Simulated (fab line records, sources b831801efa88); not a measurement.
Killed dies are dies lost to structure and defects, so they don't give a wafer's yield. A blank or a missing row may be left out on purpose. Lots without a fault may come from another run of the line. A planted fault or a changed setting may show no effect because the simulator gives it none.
Which tool did it? | flow gf180mcu | 6 lots, 18 wafers sampled, at 3 steps of a route of 602

WHAT THE GAUGES READ, wafer by wafer
GF_HV_LDD_CD_MEAS_19: target cd 400 nm.
lot  | measured     | on        | cd_nm (nm)
L850 | day 11 13:56 | cd_sem-01 | 393.2 394.9 396.8
L853 | day 12 15:43 | cd_sem-01 | 402.8 401.2 401.9
L856 | day 13 18:34 | cd_sem-02 | 397.3 399.1 396.4
L858 | day 14 09:10 | cd_sem-01 | 399.6 397.9 399.9
L861 | day 15 19:19 | cd_sem-02 | 398.9 398.2 399.0
L864 | day 16 06:59 | cd_sem-02 | 313.6 314.5 314.6

WHICH TOOL RAN EACH LOT (tool, then ch and the chambers of the sampled wafers, then the start)
lot  | GF_LVPWELL_STRIP_10                 | GF_HV_LDD_DEVELOP_18
L850 | plasma_asher-04 ch 0,1, day 4 12:48 | litho_track-01 ch 0, day 11 13:47
L853 | plasma_asher-03 ch 0,1, day 5 07:25 | litho_track-04 ch 0, day 12 15:34
L856 | plasma_asher-03 ch 0,1, day 5 23:29 | litho_track-02 ch 0, day 13 18:26
L858 | plasma_asher-04 ch 1, day 6 10:27   | litho_track-01 ch 0, day 14 09:01
L861 | plasma_asher-03 ch 0, day 7 09:47   | litho_track-04 ch 0, day 15 19:10
L864 | plasma_asher-01 ch 0,1, day 8 00:02 | litho_track-01 ch 0, day 16 06:50
- GF_LVPWELL_STRIP_10: strips in O2/N2.
- GF_HV_LDD_DEVELOP_18: develop time 60 s.

THE ANSWER, worked out from the rows above alone
Rule: what is usual is taken from the lots themselves. Put in order of their means at a reading, lots are off if they are a third of the lots or fewer, leave a main group of 4 or more, and stand apart from it by a gap of 3 or more times the standard deviation of the main group's means; of several such gaps the widest counts. A main group whose means are all the same, to the digits that the tables above print for the reading, isn't used. A lot without any number at a reading at which 4 lots or more have one is off too. The other lots that the step has rows for count as sound.
Off: L864, at GF_HV_LDD_CD_MEAS_19 (cd_nm). The main group: mean 398.5 nm, standard deviation 2.3.
A tool fits if, at a process step before that reading, it ran every lot that is off, and no sound lot after the first of them. The gauges at GF_HV_LDD_CD_MEAS_19 are tried like those tools. Can't be told from this: 3 tools fit, plasma_asher-01 at GF_LVPWELL_STRIP_10, litho_track-01 at GF_HV_LDD_DEVELOP_18, cd_sem-02 at GF_HV_LDD_CD_MEAS_19.

WHAT THE SIMULATOR HAD PUT IN
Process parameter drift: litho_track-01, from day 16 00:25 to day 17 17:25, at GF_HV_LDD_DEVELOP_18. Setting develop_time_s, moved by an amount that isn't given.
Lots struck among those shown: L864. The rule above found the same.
